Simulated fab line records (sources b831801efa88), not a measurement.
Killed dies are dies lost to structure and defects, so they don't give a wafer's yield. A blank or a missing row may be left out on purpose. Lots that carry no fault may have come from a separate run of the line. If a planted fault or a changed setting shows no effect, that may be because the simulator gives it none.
Which tool did it? ; flow sky130 ; 24 lots, 72 wafers sampled, at 4 steps of a route of 708

== WHAT THE GAUGES SHOWED, per wafer ==
SKY_POLY_GATE_OVL_MEAS_14. Usual: POLY_GATE_OVL 3 nm, standard deviation 5.6.
lot;measured;on;POLY_GATE_OVL (nm);flag
L074;day 16 21:17;overlay-01;8 14 0;
L075;day 17 11:58;overlay-01;5 10 9;
L076;day 17 15:20;overlay-01;-3 -10 -7;
L077;day 17 22:43;overlay-01;10 3 3;
L078;day 18 10:20;overlay-01;6 7 11;
L079;day 18 15:13;overlay-02;0 -1 2;
L080;day 18 23:27;overlay-02;3 11 7;
L081;day 19 15:51;overlay-01;7 -8 -3;
L082;day 19 23:31;overlay-01;2 -3 3;
L083;day 20 03:14;overlay-01;5 -1 -8;
L084;day 20 12:46;overlay-01;-1 0 3;
L085;day 21 02:25;overlay-02;9 3 14;
L086;day 21 05:35;overlay-01;4 5 7;
L087;day 21 16:22;overlay-02;0 6 0;
L088;day 22 03:11;overlay-02;6 8 4;
L089;day 22 09:58;overlay-01;1 -6 -1;
L090;day 23 02:04;overlay-02;-10 -4 1;
L091;day 23 04:07;overlay-02;-7 -1 -4;
L092;day 23 07:50;overlay-02;11 7 12;
L093;day 23 13:02;overlay-02;-9 1 1;
L094;day 24 04:22;overlay-02;-4 -1 0;
L095;day 24 15:11;overlay-01;2 10 14;
L096;day 24 17:21;overlay-02;13 10 4;
L097;day 24 20:17;overlay-01;2 -1 3;

SKY_LI_CONTACT_RS_MEAS_22: measurement is done with a four-point probe. Usual: LI_CONTACT_W_RS 0.283 ohm/sq, standard deviation 0.0044.
lot;measured;on;LI_CONTACT_W_RS (ohm/sq);flag
L074;day 29 23:05;film-metro-03;0.287 0.283 0.280;
L075;day 30 09:38;film-metro-03;0.279 0.290 0.282;
L076;day 30 12:50;film-metro-04;0.288 0.288 0.279;
L077;day 31 02:54;film-metro-01;0.286 0.279 0.280;
L078;day 31 12:55;film-metro-04;0.287 0.280 0.285;
L079;day 31 13:54;film-metro-03;0.278 0.287 0.279;
L080;day 31 20:43;film-metro-03;0.289 0.284 0.288;
L081;day 32 13:11;film-metro-01;0.282 0.287 0.280;
L082;day 32 19:24;film-metro-01;0.285 0.276 0.286;
L083;day 33 03:05;film-metro-04;0.276 0.277 0.285;
L084;day 33 07:23;film-metro-03;0.279 0.281 0.285;
L085;day 33 19:07;film-metro-01;0.290 0.280 0.287;
L086;day 33 19:29;film-metro-04;0.278 0.276 0.288;
L087;day 34 05:53;film-metro-01;0.281 0.280 0.280;
L088;day 34 16:41;film-metro-01;0.284 0.283 0.291;
L089;day 34 23:14;film-metro-03;0.279 0.275 0.274;
L090;day 35 12:58;film-metro-04;0.277 0.285 0.278;
L091;day 35 16:44;film-metro-04;0.284 0.278 0.281;
L092;day 35 18:50;film-metro-03;0.280 0.287 0.285;
L093;day 36 01:08;film-metro-03;0.281 0.287 0.287;
L094;day 36 10:40;film-metro-01;0.277 0.289 0.278;
L095;day 36 20:05;film-metro-01;0.286 0.278 0.285;
L096;day 36 21:41;film-metro-04;0.277 0.282 0.278;
L097;day 37 00:49;film-metro-01;0.288 0.280 0.281;

SKY_VIA1_BOW_MEAS_03. Usual: VIA1_BOW 82 um, standard deviation 7.6.
lot;measured;on;VIA1_BOW (um);flag
L074;day 33 16:19;film-metro-03;85 75 77;
L075;day 34 03:22;film-metro-01;85 78 86;
L076;day 34 06:49;film-metro-03;83 85 82;
L077;day 34 20:09;film-metro-03;84 72 82;
L078;day 35 04:52;film-metro-04;76 73 77;
L079;day 35 05:11;film-metro-01;94 89 82;
L080;day 35 11:59;film-metro-04;82 78 89;
L081;day 36 04:07;film-metro-03;83 85 83;
L082;day 36 09:38;film-metro-01;96 87 94;
L083;day 36 18:26;film-metro-03;79 90 84;
L084;day 36 23:04;film-metro-03;88 76 87;
L085;day 37 08:47;film-metro-04;81 77 92;
L086;day 37 09:59;film-metro-04;94 84 70;
L087;day 37 19:13;film-metro-01;63 70 79;
L088;day 38 07:21;film-metro-04;71 77 82;
L089;day 38 13:21;film-metro-03;79 76 103;
L090;day 39 03:44;film-metro-03;88 79 86;
L091;day 39 06:14;film-metro-03;77 76 80;
L092;day 39 07:35;film-metro-01;77 90 78;
L093;day 39 13:17;film-metro-04;66 76 82;
L094;day 39 22:31;film-metro-03;78 85 82;
L095;day 40 07:25;film-metro-04;84 91 82;
L096;day 40 08:58;film-metro-03;61 78 82;
L097;day 40 12:26;film-metro-01;85 82 81;

== WHAT TOOL EACH LOT RAN ON (gives the tool, then ch and the chambers of the sampled wafers, and finally the start) ==
lot;SKY_SONOS_ONO_ETCH_15
L074;rie-diel-04 ch 2,3, day 13 01:21
L075;rie-diel-04 ch 1,2,3, day 13 08:37
L076;rie-diel-03 ch 0,2, day 13 18:54
L077;rie-diel-04 ch 0,2, day 13 23:54
L078;rie-diel-04 ch 1,2,3, day 14 12:42
L079;rie-diel-04 ch 0,1, day 14 17:01
L080;rie-diel-03 ch 1,2, day 14 23:16
L081;rie-diel-02 ch 0,3, day 15 09:55
L082;rie-diel-02 ch 0,1,3, day 15 19:28
L083;rie-diel-02 ch 0,1,3, day 16 01:16
L084;rie-diel-02 ch 0,1,3, day 16 09:01
L085;rie-diel-04 ch 1,2,3, day 16 17:01
L086;rie-diel-04 ch 1,2, day 17 00:19
L087;rie-diel-02 ch 2,3, day 17 12:04
L088;rie-diel-03 ch 1,2,3, day 17 20:55
L089;rie-diel-03 ch 2,3, day 18 05:01
L090;rie-diel-02 ch 1,2,3, day 18 15:10
L091;rie-diel-03 ch 0,1,3, day 18 19:55
L092;rie-diel-03 ch 0,1,3, day 18 22:28
L093;rie-diel-02 ch 2,3, day 19 09:31
L094;rie-diel-04 ch 0,1,2, day 19 22:37
L095;rie-diel-04 ch 1,2, day 20 09:29
L096;rie-diel-02 ch 2,3, day 20 12:31
L097;rie-diel-02 ch 1,3, day 20 15:22
- SKY_SONOS_ONO_ETCH_15: etches the open film in CHF3/O2, target depth 19.52 nm, time 7.8 s.

== AS READ BY THE TOOLS THEMSELVES (means over the sampled wafers that have a number; for cases with no such wafer, the mark the record gives instead) ==
SKY_SONOS_ONO_ETCH_15. Usual: drypump-motor-current-A 5.7 A, standard deviation 0.43; oes-product-au 1.003 a.u., standard deviation 0.0077; throttle-valve-pct 8.825 %, standard deviation 0.0091.
lot;tool;drypump-motor-current-A (A);oes-product-au (a.u.);throttle-valve-pct (%);flag
L074;rie-diel-04;5.8;1.002;8.824;
L075;rie-diel-04;5.7;0.996;8.821;
L076;rie-diel-03;5.8;1.003;8.824;
L077;rie-diel-04;5.3;1.005;8.823;
L078;rie-diel-04;5.7;1.005;8.823;
L079;rie-diel-04;6.0;1.007;8.823;
L080;rie-diel-03;5.9;1.004;8.821;
L081;rie-diel-02;5.7;0.999;8.836;
L082;rie-diel-02;5.6;0.998;8.829;
L083;rie-diel-02;5.6;1.000;8.821;
L084;rie-diel-02;5.6;0.998;8.828;
L085;rie-diel-04;5.7;1.009;8.824;
L086;rie-diel-04;5.2;1.011;8.825;
L087;rie-diel-02;5.8;0.994;8.826;
L088;rie-diel-03;5.8;1.007;8.829;
L089;rie-diel-03;5.9;1.000;8.826;
L090;rie-diel-02;5.6;0.997;8.821;
L091;rie-diel-03;5.5;1.012;8.818;
L092;rie-diel-03;5.5;1.003;8.827;
L093;rie-diel-02;5.8;0.999;8.824;
L094;rie-diel-04;5.7;1.009;8.816;
L095;rie-diel-04;5.5;1.007;8.824;
L096;rie-diel-02;5.8;0.994;8.819;
L097;rie-diel-02;5.4;0.995;8.817;

== THE ANSWER, worked out from the rows above alone ==
Rule: take the mean of a lot's wafers that have a number; if it is more than 3 standard deviations from the usual mean, the lot is off. A lot without any number at a reading at which 4 lots or more have one is off too. Any other lot the step has rows for is counted as sound. Order of review: gauges by route order, followed by the tools' own readings, for which a lot's mean as printed above is used. At the first step where some lot is off, the reading lying furthest off is the one used; lots without a number count as furthest.
No lot is off on any of the readings shown, so nothing can be concluded from this.

== WHAT THE SIMULATOR HAD PUT IN ==
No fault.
